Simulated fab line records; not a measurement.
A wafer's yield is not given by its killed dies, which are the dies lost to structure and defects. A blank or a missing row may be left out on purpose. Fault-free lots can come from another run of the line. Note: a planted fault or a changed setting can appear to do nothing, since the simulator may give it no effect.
fab line records    flow gf180mcu
[record] lots = 13  wafers = 39  lastDay = 34
route steps=602 shown HV_LDD@231 NSD@247 SALICIDE@280
lots untouched by any fault: they come from a run of this same line in which no faults occurred
startH: hours from the record's first day to the start of the lot's first wafer shown    waitH: hours from the lot's prior step to this one    " as in the row above    L1.1+2: several wafers, shown together as one row    - no value present, or no start provided    * or withheld: withheld    < > ~ a bound
route shown NAME@n: a module of which the file shows steps, and the number in the route of the first    usual: average and standard deviation across the fault-free wafers    same: alike in all rows    chamber/n: place in a boat    sites: each site's reading    _std_site: the standard deviation of these    _edge_site: inner sites' mean taken away from outer sites' mean    radiusMm: for every site, how far away it sits from the centre of the wafer    mask NAME#n: copy n    behind: tool/chamber where the wafer was last shaped    hold: what put the lot on hold/how long, in hours/how the hold closed    device: transistor that didn't switch, given as n, p or np    end of line: the route-end tests of the same wafers    a step with no rows: only its recipe    killed: at the first sort, the dies lost to defects and structure; wafer yield is something else    map: dies across one wafer; x = killed, . = not, _ = none there
set.NAME: the setting the step ran with; set.NAME@STEP: the setting that earlier step ran with    model.NAME: the simulator's own value behind a step, which no gauge read
a sample of lots followed through the steps of the route, with each step as a table and each wafer as a row
services: from which hour (startH, from the record's first day; less than 0 if before it) a tool's chamber was out of use, for how many hours, and why
[[steps]]
[step GF_HV_LDD_THK_MEAS_55]
[recipe] reads = SiO2_of_HV_LDD_CVD_54
[usual] HV_LDD_CVD_54_THK = 9.98/0.13
lot.wafer  tool          chamber  startH  waitH  HV_LDD_CVD_54_THK[nm]
L645.2     filmMetro-02  -        273.86  0.0    9.89
L645.5     "             -        "       "      9.84
L645.6     "             -        "       "      9.93
L646.1     filmMetro-04  -        282.45  0.0    10.21
L646.3     "             -        "       "      10.08
L646.5     "             -        "       "      10.05
L647.2     filmMetro-02  -        288.05  0.0    10.26
L647.5     "             -        "       "      10.10
L647.6     "             -        "       "      10.21
L648.1     filmMetro-03  -        297.07  0.0    10.12
L648.3     "             -        "       "      10.09
L648.5     "             -        "       "      10.03
L650.1     filmMetro-02  -        314.80  0.0    9.81
L650.2     "             -        "       "      9.76
L650.5     "             -        "       "      9.86
L652.1     filmMetro-02  -        329.29  0.0    10.08
L652.2     "             -        "       "      10.04
L652.6     "             -        "       "      9.97
L653.1     filmMetro-02  -        335.83  0.0    10.05
L653.2     "             -        "       "      9.97
L653.5     "             -        "       "      9.82
L655.3     filmMetro-03  -        356.26  0.0    10.08
L655.4     "             -        "       "      10.10
L655.6     "             -        "       "      10.07
L656.2     filmMetro-03  -        363.05  0.0    10.02
L656.3     "             -        "       "      9.93
L656.5     "             -        "       "      9.93
L658.1     filmMetro-02  -        374.35  0.0    9.93
L658.3     "             -        "       "      9.84
L658.6     "             -        "       "      9.90
L659.1     filmMetro-02  -        386.04  0.0    10.04
L659.2     "             -        "       "      9.95
L659.3     "             -        "       "      9.87
L667.1     filmMetro-04  -        449.93  0.0    10.19
L667.2     "             -        "       "      10.14
L667.4     "             -        "       "      10.13
L668.3     filmMetro-02  -        459.62  0.0    10.00
L668.4     "             -        "       "      10.00
L668.6     "             -        "       "      9.98
[step GF_HV_LDD_THK_MEAS_57]
[recipe] reads = Si3N4_of_HV_LDD_CVD_56
[usual] HV_LDD_CVD_56_THK = 90.3/0.73
lot.wafer  tool          chamber  startH  waitH  HV_LDD_CVD_56_THK[nm]
L645.2     filmMetro-03  -        275.35  0.0    91.3
L645.5     "             -        "       "      92.0
L645.6     "             -        "       "      91.7
L646.1     filmMetro-04  -        284.99  0.0    91.5
L646.3     "             -        "       "      90.9
L646.5     "             -        "       "      91.9
L647.2     filmMetro-04  -        289.54  0.0    89.5
L647.5     "             -        "       "      89.7
L647.6     "             -        "       "      89.5
L648.1     filmMetro-04  -        300.49  0.0    90.2
L648.3     "             -        "       "      89.6
L648.5     "             -        "       "      90.5
L650.1     filmMetro-03  -        316.29  0.0    90.4
L650.2     "             -        "       "      90.5
L650.5     "             -        "       "      90.7
L652.1     filmMetro-03  -        331.49  0.0    90.1
L652.2     "             -        "       "      89.9
L652.6     "             -        "       "      90.4
L653.1     filmMetro-03  -        337.32  0.0    91.3
L653.2     "             -        "       "      90.8
L653.5     "             -        "       "      91.9
L655.3     filmMetro-03  -        357.75  0.0    91.4
L655.4     "             -        "       "      91.0
L655.6     "             -        "       "      90.7
L656.2     filmMetro-02  -        364.54  0.0    91.2
L656.3     "             -        "       "      91.3
L656.5     "             -        "       "      91.0
L658.1     filmMetro-03  -        375.83  0.0    89.4
L658.3     "             -        "       "      89.5
L658.6     "             -        "       "      89.7
L659.1     filmMetro-02  -        387.53  0.0    88.9
L659.2     "             -        "       "      89.9
L659.3     "             -        "       "      89.4
L667.1     filmMetro-03  -        451.42  0.0    90.5
L667.2     "             -        "       "      90.7
L667.4     "             -        "       "      90.0
L668.3     filmMetro-02  -        461.11  0.0    90.5
L668.4     "             -        "       "      90.6
L668.6     "             -        "       "      90.7
[step GF_NSD_TW_MEAS_12]
[usual] NSD_TW = 4237/43
lot.wafer  tool          chamber  startH  waitH  NSD_TW
L645.2     filmMetro-01  -        295.43  0.1    4294
L645.5     "             -        "       "      4288
L645.6     "             -        "       "      4287
L646.1     filmMetro-01  -        305.37  0.1    4308
L646.3     "             -        "       "      4274
L646.5     "             -        "       "      4289
L647.2     filmMetro-02  -        310.22  0.1    4180
L647.5     "             -        "       "      4175
L647.6     "             -        "       "      4159
L648.1     filmMetro-02  -        321.46  0.1    4201
L648.3     "             -        "       "      4186
L648.5     "             -        "       "      4190
L650.1     filmMetro-03  -        337.86  0.1    4244
L650.2     "             -        "       "      4211
L650.5     "             -        "       "      4273
L652.1     filmMetro-02  -        352.72  0.1    4175
L652.2     "             -        "       "      4212
L652.6     "             -        "       "      4168
L653.1     filmMetro-01  -        357.81  0.1    4269
L653.2     "             -        "       "      4284
L653.5     "             -        "       "      4269
L655.3     filmMetro-03  -        379.70  0.1    4222
L655.4     "             -        "       "      4246
L655.6     "             -        "       "      4257
L656.2     filmMetro-03  -        387.88  0.1    4236
L656.3     "             -        "       "      4229
L656.5     "             -        "       "      4225
L658.1     filmMetro-01  -        399.22  0.1    4289
L658.3     "             -        "       "      4299
L658.6     "             -        "       "      4305
L659.1     filmMetro-03  -        411.71  0.1    4247
L659.2     "             -        "       "      4227
L659.3     "             -        "       "      4236
L667.1     filmMetro-02  -        475.86  0.1    4180
L667.2     "             -        "       "      4181
L667.4     "             -        "       "      4231
L668.3     filmMetro-01  -        485.83  0.1    4294
L668.4     "             -        "       "      4259
L668.6     "             -        "       "      4299
[step GF_SALICIDE_SPUTTER_02]
[recipe] material = Co  targetThkNm = 10  powerW = 1000  timeS = 20  chamberPressurePa = 0.4
[usual] throttleValvePct = 29.6/1
lot.wafer  tool           chamber  startH  waitH  throttleValvePct
L645.2     pvdSputter-04  -        337.76  0.0    28.3
L645.5     "              -        "       "      29.5
L645.6     "              -        "       "      28.2
L646.1     pvdSputter-04  -        348.01  0.0    31.5
L646.3     "              -        "       "      29.2
L646.5     "              -        "       "      29.4
L647.2     pvdSputter-04  -        353.30  0.0    30.1
L647.5     "              -        "       "      30.1
L647.6     "              -        "       "      31.5
L648.1     pvdSputter-03  -        363.50  0.0    30.8
L648.3     "              -        "       "      28.9
L648.5     "              -        "       "      28.9
L650.1     pvdSputter-03  -        382.05  0.0    29.0
L650.2     "              -        "       "      30.5
L650.5     "              -        "       "      28.6
L652.1     pvdSputter-04  -        397.65  0.0    28.0
L652.2     "              -        "       "      31.6
L652.6     "              -        "       "      31.5
L653.1     pvdSputter-03  -        403.62  0.0    28.9
L653.2     "              -        "       "      29.2
L653.5     "              -        "       "      28.8
L655.3     pvdSputter-04  -        426.98  0.0    29.2
L655.4     "              -        "       "      28.1
L655.6     "              -        "       "      30.0
L656.2     pvdSputter-04  -        436.60  0.0    30.0
L656.3     "              -        "       "      29.4
L656.5     "              -        "       "      29.8
L658.1     pvdSputter-04  -        448.36  0.0    29.9
L658.3     "              -        "       "      29.5
L658.6     "              -        "       "      31.5
L659.1     pvdSputter-01  -        461.11  0.0    30.5
L659.2     "              -        "       "      28.0
L659.3     "              -        "       "      30.2
L667.1     pvdSputter-01  -        524.35  0.0    30.0
L667.2     "              -        "       "      27.9
L667.4     "              -        "       "      30.5
L668.3     pvdSputter-04  -        532.96  0.0    31.6
L668.4     "              -        "       "      29.4
L668.6     "              -        "       "      28.3
[step GF_SALICIDE_RS_MEAS_04]
[recipe] thkMeasGauge = four-point-probe  reads = TiN_of_SALICIDE_SPUTTER_03+Co_of_SALICIDE_SPUTTER_02
[usual] SALICIDE_TIN_RS = 16.3/0.34
lot.wafer  tool          chamber  startH  waitH  SALICIDE_TIN_RS[ohm/sq]
L645.2     filmMetro-01  -        337.83  0.0    16.2
L645.5     "             -        "       "      16.5
L645.6     "             -        "       "      16.5
L646.1     filmMetro-04  -        348.06  0.0    16.4
L646.3     "             -        "       "      16.5
L646.5     "             -        "       "      16.4
L647.2     filmMetro-04  -        353.38  0.0    16.0
L647.5     "             -        "       "      15.9
L647.6     "             -        "       "      16.9
L648.1     filmMetro-03  -        363.55  0.0    16.2
L648.3     "             -        "       "      15.9
L648.5     "             -        "       "      16.1
L650.1     filmMetro-03  -        382.10  0.0    15.8
L650.2     "             -        "       "      16.4
L650.5     "             -        "       "      15.8
L652.1     filmMetro-04  -        397.71  0.0    16.4
L652.2     "             -        "       "      16.9
L652.6     "             -        "       "      16.7
L653.1     filmMetro-03  -        403.67  0.0    15.9
L653.2     "             -        "       "      16.6
L653.5     "             -        "       "      16.0
L655.3     filmMetro-01  -        427.07  0.1    16.6
L655.4     "             -        "       "      16.1
L655.6     "             -        "       "      15.6
L656.2     filmMetro-01  -        436.68  0.0    15.8
L656.3     "             -        "       "      16.5
L656.5     "             -        "       "      15.8
L658.1     filmMetro-01  -        448.41  0.0    15.6
L658.3     "             -        "       "      16.2
L658.6     "             -        "       "      16.2
L659.1     filmMetro-01  -        461.17  0.0    15.9
L659.2     "             -        "       "      15.8
L659.3     "             -        "       "      16.1
L667.1     filmMetro-03  -        524.41  0.0    16.6
L667.2     "             -        "       "      33.9
L667.4     "             -        "       "      16.5
L668.3     filmMetro-04  -        533.05  0.1    16.0
L668.4     "             -        "       "      15.9
L668.6     "             -        "       "      16.0
[[services]]
tool           chamber  startH  hours  kind
pvdSputter-04  -        332.72  3.1    repair
pvdSputter-03  -        335.83  3.6    repair
pvdSputter-03  0        357.19  -      consumableReplace:kit
pvdSputter-03  0        357.19  18.0   scheduledDown
pvdSputter-03  0        357.19  18.0   ventCycle
pvdSputter-01  -        397.78  2.1    repair
pvdSputter-01  -        427.50  3.6    repair
pvdSputter-01  3        433.55  -      consumableReplace:kit
pvdSputter-01  3        433.55  18.0   scheduledDown
pvdSputter-01  3        433.55  18.0   ventCycle
pvdSputter-04  -        442.16  6.1    repair
pvdSputter-04  -        465.39  3.2    repair
pvdSputter-04  -        473.15  0.6    repair
[[key]]
[firstSign] step = GF_SALICIDE_RS_MEAS_04  reading = SALICIDE_TIN_RS  direction = up  sigmas = 52  usual = 16.3  struck = 33.9
effect none on later readings
metAt GF_SALICIDE_SPUTTER_02
struckLots L667
struckWafers L667.2
testerLeftOut L667
notActingAt GF_HV_LDD_THK_MEAS_55,GF_HV_LDD_THK_MEAS_57,GF_NSD_TW_MEAS_12
onsetBetween 461.11 524.35
[fault] kind = processParameterDrift  tool = pvdSputter-01  chamber = -  onsetH = 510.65  steps = GF_SALICIDE_SPUTTER_02  channel = targetThkNm  offset = -5.772  shape = step  endH = 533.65  scope = struckWafersOnly  actsIn = theseRecipesOnly  stated = 10
// testerLeftOut: of these lots the tester's yield and bins aren't shown, on N5 and GAA mostly nor the transistor test; their killed dies are dies lost to structure and defects alone, not to doping, threshold or leakage, so they don't give the yield
